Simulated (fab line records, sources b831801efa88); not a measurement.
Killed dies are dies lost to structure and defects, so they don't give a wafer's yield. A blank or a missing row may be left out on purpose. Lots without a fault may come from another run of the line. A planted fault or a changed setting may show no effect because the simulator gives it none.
fab line records | flow sky130
record lots=5 wafers=15 last_day=48
route steps=708 shown SD_N@350 SD_P@359 RES_XHIGH@360 SALICIDE@361 LI_CONTACT@362 PAD_OPEN@708
lots that met no fault: from a run of the same line without faults
start_h: hours from the record's first day to the start of the lot's first wafer shown | wait_h: hours since the lot's step before | " the same as in the row above | L1.1+2: a row that stands for several wafers | - no value, or no start given | * or withheld: withheld | < > ~ a bound
route shown NAME@n: a module of which the file shows steps, and the number in the route of the first | usual: mean/standard deviation of fault-free wafers | same: alike in all rows | chamber/n: place in a boat | sites: the reading at each site | _std_site: their standard deviation | _edge_site: outer sites' mean less inner sites' | radius_mm: how far each site lies from the wafer's centre | mask NAME#n: copy n | behind: the tool/chamber that last shaped the wafer | hold: why the lot was held/for how many hours/how that ended | device: the transistor (n, p or np) that didn't switch | end of line: the same wafers' tests at the end of the route | a step without rows: its recipe alone | killed: dies lost to structure and defects at the first sort, not the wafer's yield | map: a wafer's dies, x killed, . not, _ none there
set.NAME: the setting as run; set.NAME@STEP: as run at that earlier step | model.NAME: the simulator's own value behind a step, which no gauge read
lots at some steps of the route; a table a step, a row a wafer
services: from which hour (start_h, from the record's first day; less than 0 if before it) a tool's chamber was out of use, for how many hours, and why
## steps
# step SKY_SD_N_OVL_MEAS_08
# usual SD_N_OVL=-0.6/1.4
# columns lot.wafer tool chamber start_h wait_h SD_N_OVL[nm]
L956.2 overlay-02 - 646.44 0.1 -1.2
L956.3 " - " " 1.5
L956.5 " - " " 0.3
L957.1 overlay-01 - 664.79 0.1 -1.4
L957.2 " - " " -0.4
L957.3 " - " " -0.1
L964.1 overlay-02 - 706.59 0.1 -0.9
L964.3 " - " " -1.1
L964.6 " - " " 0.5
L969.1 overlay-02 - 748.76 0.1 0.8
L969.5 " - " " 0.3
L969.6 " - " " -1.3
L971.1 overlay-02 - 759.59 0.1 -0.9
L971.4 " - " " -0.6
L971.5 " - " " -1.4
# step SKY_SD_N_IMPLANT_09
# recipe species=As energy_kev=50 dose_cm2=4e+15 tilt_deg=0
# step SKY_SD_N_IMPLANT_10
# recipe species=P energy_kev=20 dose_cm2=1e+14 tilt_deg=0
# step SKY_SD_N_STRIP_11
# recipe chemistry=O2/N2 power_w=1400 pressure_mtorr=1500 platen_temp_c=withheld o2_flow_sccm=3000 n2_flow_sccm=300 overash_fraction=0.5
# usual drypump_motor_current_A=5.55/0.19 oes_product_au=0.527/0.0045 strip_time_to_endpoint_s=22.56/0.045
# columns lot.wafer tool chamber start_h wait_h drypump_motor_current_A oes_product_au rf_hours_counter_h strip_time_to_endpoint_s
L956.2 plasma_asher-01 0 646.77 0.1 5.45 0.528 98 22.55
L956.3 " 1 " " 5.96 0.531 - 22.55
L956.5 " 0 " " 5.47 0.520 - 22.60
L957.1 plasma_asher-02 1 665.12 0.1 5.59 0.526 85 22.54
L957.2 " 0 " " 5.37 0.532 85 22.53
L957.3 " 1 " " 5.60 0.534 - 22.54
L964.1 plasma_asher-01 0 706.93 0.1 5.44 0.520 104 22.59
L964.3 " 1 " " 5.98 0.534 - 22.59
L964.6 " 1 " " 5.95 0.524 - 22.62
L969.1 plasma_asher-04 0 749.10 0.1 5.67 0.525 64 22.57
L969.5 " 0 " " 5.67 0.524 - 22.60
L969.6 " 1 " " 5.40 0.524 - 22.63
L971.1 plasma_asher-02 0 759.93 0.1 5.35 0.527 95 22.62
L971.4 " 0 " " 5.35 0.523 - 22.59
L971.5 " 0 " " 5.35 0.536 - 22.56
# step SKY_SD_N_TW_MEAS_12
# usual SD_N_TW=3958/28
# columns lot.wafer tool chamber start_h wait_h SD_N_TW
L956.2 film_metro-03 - 646.88 0.1 3946
L956.3 " - " " 3944
L956.5 " - " " 3942
L957.1 film_metro-03 - 665.22 0.1 3919
L957.2 " - " " 3945
L957.3 " - " " 3932
L964.1 film_metro-04 - 707.03 0.1 4018
L964.3 " - " " 3997
L964.6 " - " " 3995
L969.1 film_metro-02 - 749.20 0.1 3954
L969.5 " - " " 3940
L969.6 " - " " 3920
L971.1 film_metro-02 - 760.03 0.1 3931
L971.4 " - " " 3926
L971.5 " - " " 3941
# step SKY_SD_N_CLEAN_13
# recipe chemistry=SC1/SC2 mix=1:4:20 temp_c=70 time_s=150 dry=n2_spin
# step SKY_SD_N_RTA_14
# recipe temp_c=1075 time_s=2 idle_temp_c=650 ramp_up_c_per_s=150 ramp_down_c_per_s=90 ambient=N2
# usual lamp_power_pct=15.74/0.052 wafer_temp_C_max=1078.0/1.4
# columns lot.wafer tool chamber start_h wait_h lamp_power_pct wafer_temp_C_max
L956.2 rtp_anneal-01 0 646.99 0.0 15.68 1077.2
L956.3 " 0 " " 15.78 1083.7
L956.5 " 0 " " 15.70 1080.4
L957.1 rtp_anneal-02 0 665.35 0.0 15.72 1077.9
L957.2 " 0 " " 15.83 1078.2
L957.3 " 0 " " 15.74 1079.1
L964.1 rtp_anneal-01 0 707.14 0.0 15.69 1079.4
L964.3 " 0 " " 15.67 1075.9
L964.6 " 0 " " 15.82 1079.8
L969.1 rtp_anneal-02 0 749.31 0.0 15.65 1077.2
L969.5 " 0 " " 15.79 1079.3
L969.6 " 0 " " 15.70 1076.0
L971.1 rtp_anneal-02 0 760.22 0.0 15.84 1077.6
L971.4 " 0 " " 15.66 1078.6
L971.5 " 0 " " 15.69 1078.7
# step SKY_SD_N_RS_MEAS_16
# recipe thk_meas_gauge=four-point-probe
# usual SD_N_RS=68.55/0.15
# columns lot.wafer tool chamber start_h wait_h SD_N_RS[ohm/sq]
L956.2 film_metro-04 - 647.18 0.1 68.78
L956.3 " - " " 68.70
L956.5 " - " " 68.83
L957.1 film_metro-04 - 665.52 0.1 68.87
L957.2 " - " " 68.72
L957.3 " - " " 68.72
L964.1 film_metro-02 - 707.31 0.1 68.53
L964.3 " - " " 68.63
L964.6 " - " " 68.61
L969.1 film_metro-02 - 749.48 0.1 68.39
L969.5 " - " " 68.37
L969.6 " - " " 68.30
L971.1 film_metro-04 - 760.39 0.1 68.68
L971.4 " - " " 68.76
L971.5 " - " " 68.75
# step SKY_SD_N_RS_MEAS_17
# recipe thk_meas_gauge=four-point-probe
# usual SD_P_RS=147.0/0.46
# columns lot.wafer tool chamber start_h wait_h SD_P_RS[ohm/sq]
L956.2 film_metro-04 - 647.30 0.1 147.3
L956.3 " - " " 147.5
L956.5 " - " " 147.7
L957.1 film_metro-04 - 665.64 0.1 147.4
L957.2 " - " " 147.7
L957.3 " - " " 147.7
L964.1 film_metro-02 - 707.43 0.1 146.9
L964.3 " - " " 147.5
L964.6 " - " " 147.5
L969.1 film_metro-02 - 749.60 0.1 146.7
L969.5 " - " " 146.5
L969.6 " - " " 146.6
L971.1 film_metro-04 - 760.51 0.1 147.4
L971.4 " - " " 147.7
L971.5 " - " " 147.5
# step SKY_SD_N_RS_MEAS_18
# recipe thk_meas_gauge=four-point-probe
# usual RES_XHIGH_RS=332.9/1.3
# columns lot.wafer tool chamber start_h wait_h RES_XHIGH_RS[ohm/sq]
L956.2 film_metro-04 - 647.42 0.1 332.9
L956.3 " - " " 332.7
L956.5 " - " " 331.8
L957.1 film_metro-04 - 665.76 0.1 334.4
L957.2 " - " " 335.9
L957.3 " - " " 333.3
L964.1 film_metro-02 - 707.55 0.1 331.8
L964.3 " - " " 333.0
L964.6 " - " " 332.0
L969.1 film_metro-02 - 749.72 0.1 329.4
L969.5 " - " " 329.2
L969.6 " - " " 329.3
L971.1 film_metro-04 - 760.63 0.1 329.9
L971.4 " - " " 331.4
L971.5 " - " " 330.9
# step SKY_SALICIDE_CLEAN_00
# recipe chemistry=HF-last time_s=30 dilution=100:1 dry=ipa_marangoni
# step SKY_LI_CONTACT_HDPCVD_00
# recipe material=PSG target_thk_nm=930 sigma_open_frac=0.3 time_s=155 temp_c=600 sih4_flow_sccm=60 pressure_mtorr=6
# columns lot.wafer tool chamber start_h wait_h
L956.2+3+5 hdpcvd-01 1,2,2 647.54 0.0
L957.1+2+3 hdpcvd-01 1,2,2 665.90 0.0
L964.1+3+6 hdpcvd-02 2,0,0 707.69 0.0
L969.1+5+6 hdpcvd-01 0,1,0 749.86 0.0
L971.1+4+5 hdpcvd-01 1,1,0 760.78 0.0
# step SKY_LI_CONTACT_THK_MEAS_01
# recipe reads=PSG_of_LI_CONTACT_HDPCVD_00
# usual LI_CONTACT_HDPCVD_THK=934/10
# columns lot.wafer tool chamber start_h wait_h LI_CONTACT_HDPCVD_THK[nm]
L956.2 film_metro-03 - 647.65 0.1 932
L956.3 " - " " 928
L956.5 " - " " 930
L957.1 film_metro-03 - 666.06 0.1 953
L957.2 " - " " 926
L957.3 " - " " 921
L964.1 film_metro-02 - 707.79 0.1 769
L964.3 " - " " 938
L964.6 " - " " 951
L969.1 film_metro-04 - 749.96 0.1 942
L969.5 " - " " 947
L969.6 " - " " 942
L971.1 film_metro-03 - 760.89 0.1 951
L971.4 " - " " 951
L971.5 " - " " 935
# step SKY_LI_CONTACT_CMP_02
# recipe material=PSG down_force_psi=4 platen_rpm=60 pad_velocity_m_s=0.94248
# usual motor_current_A=12.5/1.5 time_to_endpoint_s=34/3
# columns lot.wafer tool chamber start_h wait_h motor_current_A time_to_endpoint_s
L956.2 cmp-01 0 647.70 0.0 11.6 35
L956.3 " 2 " " 10.7 32
L956.5 " 0 " " 12.3 32
L957.3 cmp-02 0 666.12 0.0 13.3 31
L957.1 " 1 " " 11.4 35
L957.2 " 2 " " 12.8 28
L964.3 cmp-02 2 707.90 0.1 12.7 31
L964.1 " 3 " " 15.5 34
L964.6 " 2 " " 13.0 32
L969.1 cmp-02 2 750.07 0.1 12.8 34
L969.6 " 1 " " 12.0 38
L969.5 " 2 " " 13.4 33
L971.1 cmp-02 1 761.05 0.1 11.4 39
L971.4 " 2 " " 12.7 34
L971.5 " 0 " " 13.1 40
# step SKY_LI_CONTACT_BOW_MEAS_03
# recipe mode=bow
# usual LI_CONTACT_BOW=56/7.2
# columns lot.wafer tool chamber start_h wait_h LI_CONTACT_BOW[um]
L956.2 film_metro-04 - 648.02 0.3 64
L956.3 " - " " 72
L956.5 " - " " 48
L957.1 film_metro-03 - 666.42 0.2 58
L957.2 " - " " 58
L957.3 " - " " 56
L964.1 film_metro-02 - 708.15 0.1 52
L964.3 " - " " 58
L964.6 " - " " 67
L969.1 film_metro-03 - 750.32 0.2 57
L969.5 " - " " 53
L969.6 " - " " 55
L971.1 film_metro-04 - 761.25 0.1 39
L971.4 " - " " 38
L971.5 " - " " 45
# step SKY_LI_CONTACT_DEHYDRATE_04
# recipe temp_c=200 time_s=60
# step SKY_LI_CONTACT_HMDS_05
# recipe prime_time_s=60 prime_temp_c=120
# step SKY_LI_CONTACT_COAT_06
# recipe resist=BARC temp_c=withheld time_s=withheld spin_rpm=3000 resist_thk_nm=60
# step SKY_LI_CONTACT_COAT_07
# recipe resist=KrF-thick spin_rpm=3000 resist_thk_nm=450
# step SKY_LI_CONTACT_SOFTBAKE_08
# recipe temp_c=100 time_s=90 resist=KrF-thick
# step SKY_LI_CONTACT_EXPOSE_09
# recipe mask_id=LICM1 na=0.8 source_shape=annular sigma_inner=0.55 sigma_outer=0.85 target_cd_nm=170 dose_mj=38
# step SKY_LI_CONTACT_PEB_10
# recipe peb_temp_c=withheld peb_time_s=withheld resist=KrF-thick
# step SKY_LI_CONTACT_DEVELOP_11
# recipe develop_time_s=60 resist=KrF-thick dev_temp_c=21
# step SKY_LI_CONTACT_CD_MEAS_12
# recipe target_cd_nm=170
# usual cd_nm=169.7/1.3
# columns lot.wafer tool chamber start_h wait_h cd_nm
L956.2 cd_sem-01 - 675.86 - 168.3
L956.3 " - " " 169.6
L956.5 " - " " 168.3
L957.1 cd_sem-01 - 693.82 - 172.5
L957.2 " - " " 170.5
L957.3 " - " " 171.6
L964.1 cd_sem-02 - 736.09 - 171.7
L964.3 " - " " 169.2
L964.6 " - " " 168.2
L969.1 cd_sem-02 - 777.69 - 167.6
L969.5 " - " " 168.5
L969.6 " - " " 169.2
L971.1 cd_sem-02 - 786.64 - 169.3
L971.4 " - " " 169.9
L971.5 " - " " 169.5
# step SKY_LI_CONTACT_OVL_MEAS_13
# usual LI_CONTACT_OVL=-2/5.2
# columns lot.wafer tool chamber start_h wait_h LI_CONTACT_OVL[nm]
L956.2 overlay-02 - 675.97 0.1 1
L956.3 " - " " -4
L956.5 " - " " 1
L957.1 overlay-02 - 693.94 0.1 -7
L957.2 " - " " -1
L957.3 " - " " -2
L964.1 overlay-01 - 736.21 0.1 2
L964.3 " - " " 1
L964.6 " - " " -3
L969.1 overlay-02 - 777.81 0.1 -4
L969.5 " - " " 5
L969.6 " - " " -5
L971.1 overlay-02 - 786.76 0.1 5
L971.4 " - " " 7
L971.5 " - " " 10
# step SKY_LI_CONTACT_ETCH_14
# recipe chemistry=N2/H2 target=BARC ion_energy_ev=200 source_w=500 bias_w=100 pressure_mtorr=30 n2_flow_sccm=100 h2_flow_sccm=200 stop_on=SiO2 time_s=45.9 target_depth_a=600
# usual drypump_motor_current_A=5.8/0.41 oes_product_au=0.855/0.0045 throttle_valve_pct=13.223/0.0088
# columns lot.wafer tool chamber start_h wait_h drypump_motor_current_A oes_product_au rf_hours_counter_h throttle_valve_pct
L956.2 rie_diel-02 3 676.00 0.0 5.8 0.857 10 13.205
L956.3 " 0 " " 5.8 0.859 58 13.223
L956.5 " 2 " " 6.2 0.855 - 13.224
L957.1 rie_diel-02 2 693.97 0.0 6.2 0.846 9 13.241
L957.2 " 3 " " 5.9 0.853 11 13.227
L957.3 " 1 " " 4.8 0.853 8 13.217
L964.1 rie_diel-03 3 736.25 0.0 5.6 0.850 5 13.233
L964.3 " 1 " " 5.9 0.852 1 13.222
L964.6 " 1 " " 5.9 0.847 - 13.221
L969.1 rie_diel-01 1 777.84 0.0 5.6 0.855 6 13.226
L969.5 " 1 " " 5.6 0.856 - 13.233
L969.6 " 2 " " 5.6 0.844 - 13.205
L971.1 rie_diel-02 3 786.79 0.0 5.9 0.853 13 13.217
L971.4 " 0 " " 5.8 0.852 - 13.242
L971.5 " 2 " " 6.2 0.852 - 13.225
# step SKY_LI_CONTACT_ETCH_15
# recipe target=PSG chemistry=C4F8/O2/Ar stop_on=Si taper_deg=4.15 mask_material=KrF-thick source_w=1500 bias_w=1200 pressure_mtorr=40 c4f8_flow_sccm=withheld O2_flow_sccm=6 Ar_flow_sccm=300 time_s=withheld target_depth_a=6000
# usual oes_product_au=0.838/0.0043
# columns lot.wafer tool chamber start_h wait_h oes_product_au
L956.2 rie_diel-02 3 676.04 0.0 0.840
L956.3 " 0 " " 0.842
L956.5 " 2 " " 0.844
L957.1 rie_diel-02 2 694.02 0.0 0.830
L957.2 " 3 " " 0.837
L957.3 " 1 " " 0.836
L964.1 rie_diel-03 3 736.29 0.0 0.720
L964.3 " 1 " " 0.840
L964.6 " 1 " " 0.840
L969.1 rie_diel-01 1 777.88 0.0 0.836
L969.5 " 1 " " 0.839
L969.6 " 2 " " 0.834
L971.1 rie_diel-02 3 786.83 0.0 0.845
L971.4 " 0 " " 0.841
L971.5 " 2 " " 0.834
# step SKY_LI_CONTACT_STRIP_16
# recipe chemistry=O2/N2 power_w=1400 pressure_mtorr=1500 platen_temp_c=withheld o2_flow_sccm=3000 n2_flow_sccm=300 overash_fraction=0.5
# usual drypump_motor_current_A=5.63/0.16 oes_product_au=0.377/0.0041 strip_time_to_endpoint_s=3.519/0.03
# columns lot.wafer tool chamber start_h wait_h drypump_motor_current_A oes_product_au rf_hours_counter_h strip_time_to_endpoint_s
L956.2 plasma_asher-04 1 676.12 - 5.44 0.377 56 3.527
L956.3 " 0 " " 5.67 0.377 - 3.574
L956.5 " 0 " " 5.66 0.372 - 3.535
L957.1 plasma_asher-01 1 694.10 - 5.94 0.372 102 3.518
L957.2 " 0 " " 5.47 0.376 102 3.484
L957.3 " 0 " " 5.46 0.376 - 3.471
L964.1 plasma_asher-04 0 736.37 - 5.69 0.368 62 3.515
L964.3 " 1 " " 5.45 0.373 - 3.489
L964.6 " 0 " " 5.69 0.375 - 3.518
L969.1 plasma_asher-03 1 777.97 - 5.69 0.378 33 3.532
L969.5 " 1 " " 5.71 0.377 - 3.545
L969.6 " 0 " " 5.62 0.380 - 3.527
L971.1 plasma_asher-03 1 786.92 - 5.66 0.368 34 3.495
L971.4 " 1 " " 5.66 0.388 - 3.570
L971.5 " 1 " " 5.67 0.382 - 3.543
# step SKY_PAD_OPEN_PROBE_99
# usual killed_at_M0_to_M3=43/6.5 killed_at_M4_up=3.2/1.8 killed_at_contacts=26/5.2 killed_at_front_end=16/4.8 killed_at_other=0.3/0.6 killed_dies=89/9.6 killed_open=48/7.1 killed_short=40/6.4
# same gross_dies=492 killed_at_back_side=0
# columns lot.wafer tool chamber start_h wait_h killed_at_M0_to_M3 killed_at_M4_up killed_at_contacts killed_at_front_end killed_at_other killed_dies killed_open killed_short
L956.2 prober-02 - 1074.58 0.1 38 0 32 11 0 81 41 40
L956.3 prober-02 - 1074.63 0.2 36 1 26 14 0 77 41 36
L956.5 prober-02 - 1074.73 0.2 44 4 19 14 0 81 44 37
L957.1 prober-02 - 1089.24 0.1 48 2 18 15 0 83 40 43
L957.2 prober-02 - 1089.29 0.1 42 1 22 15 0 80 47 33
L957.3 prober-02 - 1089.34 0.2 47 4 26 12 0 89 40 49
L964.1 prober-01 - 1119.24 0.1 47 5 25 23 0 100 47 46
L964.3 prober-01 - 1119.34 0.2 36 5 31 15 1 88 48 39
L964.6 prober-01 - 1119.49 0.2 32 3 26 19 0 80 42 37
L969.1 prober-02 - 1151.74 0.1 40 3 33 25 0 101 54 45
L969.5 prober-02 - 1151.94 0.2 42 5 32 17 0 96 50 44
L969.6 prober-02 - 1151.99 0.2 34 4 30 29 1 98 51 44
L971.1 prober-02 - 1156.10 0.1 43 1 23 12 0 79 45 34
L971.4 prober-02 - 1156.25 0.2 54 5 29 20 0 108 63 44
L971.5 prober-02 - 1156.30 0.2 50 1 27 11 0 89 51 37
# killed by level:class
L956.2 LI_CONTACT:geometric_particle:open=12 CONTACT:geometric_particle:open=9 METAL1:geometric_particle:short=8 METAL2:geometric_particle:short=7 CONTACT:geometric_particle:short=5 VIA3:geometric_particle:open=5 FIELD_ISO:geometric_particle:short=4 VIA2:geometric_particle:open=4
L956.3 VIA3:geometric_particle:open=8 CONTACT:geometric_particle:short=8 CONTACT:geometric_particle:open=7 VIA2:geometric_particle:open=7 FIELD_ISO:geometric_particle:short=6 LI_CONTACT:geometric_particle:open=6 FIELD_ISO:geometric_particle:open=5 METAL1:geometric_particle:short=5
L956.5 VIA1:geometric_particle:open=10 VIA2:geometric_particle:open=10 CONTACT:geometric_particle:open=6 VIA3:geometric_particle:open=6 POLY_GATE:geometric_particle:short=5 CONTACT:geometric_particle:short=5 FIELD_ISO:geometric_particle:open=4 FIELD_ISO:geometric_particle:short=4
L957.1 VIA2:geometric_particle:open=11 VIA1:geometric_particle:open=7 CONTACT:geometric_particle:open=6 METAL1:geometric_particle:short=6 VIA3:geometric_particle:short=6 LOCAL_INTERCONNECT:geometric_particle:short=5 VIA3:geometric_particle:open=5 FIELD_ISO:geometric_particle:open=4
L957.2 CONTACT:geometric_particle:open=10 VIA2:geometric_particle:open=9 VIA3:geometric_particle:open=7 LI_CONTACT:geometric_particle:open=5 VIA1:geometric_particle:short=5 METAL1:geometric_particle:short=5 VIA2:geometric_particle:short=5 POLY_GATE:geometric_particle:short=4
L957.3 CONTACT:geometric_particle:open=8 VIA1:geometric_particle:open=8 LI_CONTACT:geometric_particle:open=7 LI_CONTACT:geometric_particle:short=7 METAL1:geometric_particle:short=7 METAL2:geometric_particle:short=7 VIA2:geometric_particle:open=7 VIA3:geometric_particle:open=6
L964.1 CONTACT:geometric_particle:open=9 METAL1:geometric_particle:short=8 FIELD_ISO:geometric_particle:open=7 VIA3:geometric_particle:open=7 VIA1:geometric_particle:short=7 VIA1:geometric_particle:open=7 LI_CONTACT:area_hdpcvd=7 FIELD_ISO:geometric_particle:short=6
L964.3 CONTACT:geometric_particle:open=11 VIA2:geometric_particle:open=8 LI_CONTACT:geometric_particle:open=7 VIA3:geometric_particle:open=6 LOCAL_INTERCONNECT:geometric_particle:short=5 CONTACT:geometric_particle:short=5 VIA1:geometric_particle:open=5 POLY_GATE:geometric_particle:short=4
L964.6 LI_CONTACT:geometric_particle:open=8 CONTACT:geometric_particle:open=7 FIELD_ISO:geometric_particle:open=6 FIELD_ISO:geometric_particle:short=5 METAL2:geometric_particle:short=5 METAL1:geometric_particle:short=5 METAL1:geometric_particle:open=4 LOCAL_INTERCONNECT:geometric_particle:short=4
L969.1 CONTACT:geometric_particle:open=10 FIELD_ISO:geometric_particle:open=9 LOCAL_INTERCONNECT:geometric_particle:short=8 CONTACT:geometric_particle:short=7 VIA3:geometric_particle:open=7 VIA1:geometric_particle:open=6 POLY_GATE:geometric_particle:short=5 POLY_GATE:geometric_particle:open=5
L969.5 METAL2:geometric_particle:short=12 LI_CONTACT:geometric_particle:open=12 VIA1:geometric_particle:open=11 CONTACT:geometric_particle:open=8 LOCAL_INTERCONNECT:geometric_particle:short=5 FIELD_ISO:geometric_particle:open=4 POLY_GATE:geometric_particle:open=4 VIA1:geometric_particle:short=4
L969.6 CONTACT:geometric_particle:open=14 CONTACT:geometric_particle:short=9 FIELD_ISO:geometric_particle:open=8 FIELD_ISO:geometric_particle:short=7 POLY_GATE:geometric_particle:open=7 VIA3:geometric_particle:open=6 METAL1:geometric_particle:short=6 VIA2:geometric_particle:open=5
L971.1 VIA1:geometric_particle:open=10 CONTACT:geometric_particle:open=8 VIA2:geometric_particle:open=7 VIA3:geometric_particle:open=7 VIA1:geometric_particle:short=6 LI_CONTACT:geometric_particle:short=5 POLY_GATE:geometric_particle:short=4 LI_CONTACT:geometric_particle:open=4
L971.4 VIA1:geometric_particle:open=12 CONTACT:geometric_particle:open=11 VIA2:geometric_particle:open=8 VIA3:geometric_particle:open=8 LOCAL_INTERCONNECT:geometric_particle:short=7 METAL1:geometric_particle:short=6 FIELD_ISO:geometric_particle:open=5 LI_CONTACT:geometric_particle:open=5
L971.5 VIA1:geometric_particle:open=15 CONTACT:geometric_particle:open=12 CONTACT:geometric_particle:short=6 VIA3:geometric_particle:open=6 POLY_GATE:geometric_particle:open=4 LI_CONTACT:geometric_particle:open=4 LOCAL_INTERCONNECT:geometric_particle:short=4 METAL1:geometric_particle:short=4
## services
# columns tool chamber start_h hours kind
cmp-02 - 624.87 2.2 repair
rie_diel-02 0 629.65 15.0 repair
plasma_asher-01 - 631.76 2.6 repair
cmp-02 - 631.97 1.9 repair
rie_diel-02 2 633.02 9.1 repair
rie_diel-01 1 649.04 7.6 repair
hdpcvd-01 - 650.75 15.0 pm
plasma_asher-04 - 652.06 2.8 pm
cmp-02 - 654.00 3.6 repair
hdpcvd-01 - 657.93 0.7 repair
hdpcvd-01 0 658.75 9.0 repair
plasma_asher-03 - 659.67 0.4 repair
rtp_anneal-01 - 663.99 3.0 pm
rie_diel-03 3 664.01 2.6 repair
rie_diel-03 - 671.02 15.6 pm
plasma_asher-01 - 675.36 2.1 repair
cmp-02 - 675.95 2.1 repair
cmp-02 - 689.82 7.6 pm
plasma_asher-03 - 692.33 14.6 pm
cmp-02 - 705.61 0.2 repair
plasma_asher-01 - 733.75 9.0 pm
cmp-02 - 754.97 1.1 repair
cmp-02 - 755.76 4.1 repair
rie_diel-02 1 778.83 8.4 repair
## key
first_sign step=SKY_LI_CONTACT_THK_MEAS_01 reading=LI_CONTACT_HDPCVD_THK direction=down sigmas=16 usual=934 struck=769
effect step=SKY_LI_CONTACT_ETCH_15 reading=oes_product_au direction=down sigmas=27 usual=0.838 struck=0.720
met_at SKY_LI_CONTACT_HDPCVD_00
struck_wafers L964.1
tester_left_out L964
fault kind=site_profile_drift tool=hdpcvd-02 chamber=2 onset_h=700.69 steps=SKY_LI_CONTACT_HDPCVD_00 basis=fraction max_abs_drift=0.35594 slope_share_per_hr=79.098 site_pattern=0,0,0,0,0,-1,-1,-1,-1
# tester_left_out: of these lots the tester's yield and bins aren't shown, on N5 and GAA mostly nor the transistor test; their killed dies are dies lost to structure and defects alone, not to doping, threshold or leakage, so they don't give the yield
